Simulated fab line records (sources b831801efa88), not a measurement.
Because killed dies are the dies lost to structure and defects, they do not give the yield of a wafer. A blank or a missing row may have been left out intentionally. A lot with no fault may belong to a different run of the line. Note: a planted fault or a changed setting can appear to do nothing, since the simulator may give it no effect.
Chamber matching -- flow gf180mcu -- GF_V2_CVD_02 on pecvd-04: 3 sister chambers
The step deposits SiO2 from TEOS, target thk 850 nm, time 94.851 s. 24 wafers are shown with their chamber, then 12 later ones without.

== EACH WAFER AND ITS CHAMBER ==
wafer,chamber,heater_power_w (W)
L077.3,1,592
L077.4,2,728
L077.6,1,609
L082.1,0,715
L082.2,2,735
L082.5,1,517
L083.1,0,739
L083.2,2,683
L083.4,2,729
L086.1,0,660
L086.2,2,701
L086.3,1,621
L086.4,1,518
L086.5,2,722
L086.6,0,689
L088.1,0,741
L088.5,1,564
L088.6,0,589
L089.1,1,635
L089.2,2,713
L089.3,0,745
L090.1,0,648
L090.3,1,540
L090.5,0,701

SIGNATURES (averages over the wafers above)
reading,chamber 0,chamber 1,chamber 2,scatter within a chamber
heater_power_w,691.89,574.50,715.86,43
Rule: for each reading, subtract the chamber's mean from the wafer's reading, divide by that reading's scatter and square the result; add these up over the readings and take the root, which gives the wafer's distance from the chamber. The wafer belongs to the nearest chamber; if the next one is less than 2 further off, it can't be placed. The scatter: the root of (the sum of the squares of (reading less its chamber's mean) over the shown wafers, divided by (wafers less chambers)).

== WAFERS WITHOUT THEIR CHAMBER ==
wafer,heater_power_w (W)
L094.2,647
L094.4,698
L094.5,772
L095.1,684
L095.2,633
L095.3,723
L095.4,513
L095.5,778
L095.6,726
L096.2,760
L096.5,705
L096.6,793

== WHICH CHAMBER EACH ONE RAN IN ==
wafer,from the rows above,in truth
L094.2,can't be placed: 0 or 2 or 1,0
L094.4,can't be placed: 0 or 2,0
L094.5,can't be placed: 2 or 0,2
L095.1,can't be placed: 0 or 2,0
L095.2,can't be placed: 1 or 0 or 2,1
L095.3,can't be placed: 2 or 0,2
L095.4,1,1
L095.5,can't be placed: 2 or 0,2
L095.6,can't be placed: 2 or 0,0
L096.2,can't be placed: 2 or 0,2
L096.5,can't be placed: 2 or 0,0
L096.6,can't be placed: 2 or 0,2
Placed correctly: 1 of 12. Cannot be placed on the basis of these rows: 11; the candidates contain the true chamber in 11. 0 placed wrongly.
